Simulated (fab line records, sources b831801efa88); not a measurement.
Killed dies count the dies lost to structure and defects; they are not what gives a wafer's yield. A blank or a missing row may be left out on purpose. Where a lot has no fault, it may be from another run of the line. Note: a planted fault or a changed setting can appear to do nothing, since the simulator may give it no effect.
Which tool is to blame? -- flow gf180mcu -- 12 lots, 36 wafers sampled, at 1 step of a route of 602

## WHAT EACH GAUGE READ, for each wafer
GF_STI_THK_MEAS_22.
lot,measured,on,STI_OXIDATION_01_THK (nm)
L075,day 2 09:08,film_metro-01,14.9 14.9 15.1
L077,day 2 19:10,film_metro-02,15.1 14.9 14.8
L079,day 3 05:46,film_metro-03,15.2 15.1 15.1
L081,day 3 16:09,film_metro-03,15.1 15.0 14.9
L083,day 4 02:16,film_metro-03,14.7 14.6 14.5
L085,day 4 12:06,film_metro-03,14.4 14.5 14.7
L087,day 4 21:53,film_metro-01,15.4 15.6 15.5
L089,day 5 10:44,film_metro-02,14.9 14.7 14.8
L091,day 5 19:31,film_metro-03,14.6 15.0 14.6
L093,day 6 05:45,film_metro-01,15.0 14.7 14.6
L095,day 6 16:55,film_metro-01,15.2 14.8 14.6
L097,day 7 01:33,film_metro-03,14.6 14.6 14.5

## EACH LOT AND THE TOOL THAT RAN IT (in order: tool; ch and the chambers of the sampled wafers; start)
Record: no process step prior to these readings.

## THE ANSWER, worked out from the rows above alone
Rule: usual is defined by the lots themselves. Put in order of their means at a reading, lots are off if they are a third of the lots or fewer, leave a main group of 4 or more, and stand apart from it by a gap of 3 or more times the standard deviation of the main group's means; of several such gaps the widest counts. The tables above print the reading to a certain number of digits; a main group whose means all agree to those digits is not used. A lot without any number at a reading at which 4 lots or more have one is off too. All remaining lots with rows at the step are treated as sound.
No lot is off on any of the readings shown, so nothing can be concluded from this.

## WHAT THE SIMULATOR PUT IN
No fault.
